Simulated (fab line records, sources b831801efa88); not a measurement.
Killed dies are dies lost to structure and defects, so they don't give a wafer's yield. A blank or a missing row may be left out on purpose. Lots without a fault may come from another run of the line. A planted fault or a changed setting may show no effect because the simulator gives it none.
Which tool did it? | flow sky130 | 12 lots, 34 wafers sampled, at 2 steps of a route of 708

WHAT THE GAUGES READ, wafer by wafer
SKY_VIA2_OVL_MEAS_13.
lot  | measured     | on         | VIA2_OVL (nm)
L978 | day 36 06:00 | overlay-01 | 6 -3 7
L979 | day 36 21:11 | overlay-02 | -3 1 -2
L981 | day 37 07:23 | overlay-01 | 15 12 6
L982 | day 37 11:58 | overlay-02 | 4 6 3
L984 | day 38 10:12 | overlay-02 | 13 4 6
L986 | day 39 01:54 | overlay-02 | 3 8 3
L988 | day 39 09:06 | overlay-01 | 3 1 -1
L990 | day 39 22:25 | overlay-01 | 0 9 6
L995 | day 41 13:56 | overlay-01 | 0 1
L996 | day 41 19:11 | overlay-01 | 5 -7 0
L998 | day 42 08:51 | overlay-01 | 6 1
L999 | day 42 17:01 | overlay-02 | 4 4 -3

WHICH TOOL RAN EACH LOT (tool, then ch and the chambers of the sampled wafers, then the start)
lot  | SKY_METAL2_SPUTTER_04
L978 | pvd_sputter-01, day 33 22:46
L979 | pvd_sputter-02, day 34 14:34
L981 | pvd_sputter-03, day 35 01:23
L982 | pvd_sputter-01, day 35 04:47
L984 | pvd_sputter-01, day 36 04:13
L986 | pvd_sputter-02, day 36 21:14
L988 | pvd_sputter-01, day 37 05:02
L990 | pvd_sputter-03, day 37 18:37
L995 | pvd_sputter-03, day 39 10:59
L996 | pvd_sputter-02, day 39 16:05
L998 | pvd_sputter-02, day 40 07:47
L999 | pvd_sputter-02, day 40 15:32
- SKY_METAL2_SPUTTER_04: material TiN, target thk 70 nm, time 58.3 s.

WHAT THE TOOLS THEMSELVES READ (means of the sampled wafers that have a number; where no wafer has one, the mark that the record gives instead)
SKY_METAL2_SPUTTER_04.
lot  | tool           | throttle_valve_pct (%)
L978 | pvd_sputter-01 | 30.1
L979 | pvd_sputter-02 | 30.5
L981 | pvd_sputter-03 | 29.3
L982 | pvd_sputter-01 | 30.1
L984 | pvd_sputter-01 | 29.3
L986 | pvd_sputter-02 | 29.9
L988 | pvd_sputter-01 | 29.9
L990 | pvd_sputter-03 | 30.5
L995 | pvd_sputter-03 | 30.2
L996 | pvd_sputter-02 | 30.6
L998 | pvd_sputter-02 | 31.1
L999 | pvd_sputter-02 | 29.5

THE ANSWER, worked out from the rows above alone
Rule: what is usual is taken from the lots themselves. Put in order of their means at a reading, lots are off if they are a third of the lots or fewer, leave a main group of 4 or more, and stand apart from it by a gap of 3 or more times the standard deviation of the main group's means; of several such gaps the widest counts. A main group whose means are all the same, to the digits that the tables above print for the reading, isn't used. A lot without any number at a reading at which 4 lots or more have one is off too. The other lots that the step has rows for count as sound. The gauges are gone through in route order, then the tools' own readings, and for those a lot's mean is taken as printed above. The first step at which some lot is off is used, and at that step the reading that is off furthest; a lot without a number counts as furthest.
No lot is off at any reading shown: from this, nothing can be told.

WHAT THE SIMULATOR HAD PUT IN
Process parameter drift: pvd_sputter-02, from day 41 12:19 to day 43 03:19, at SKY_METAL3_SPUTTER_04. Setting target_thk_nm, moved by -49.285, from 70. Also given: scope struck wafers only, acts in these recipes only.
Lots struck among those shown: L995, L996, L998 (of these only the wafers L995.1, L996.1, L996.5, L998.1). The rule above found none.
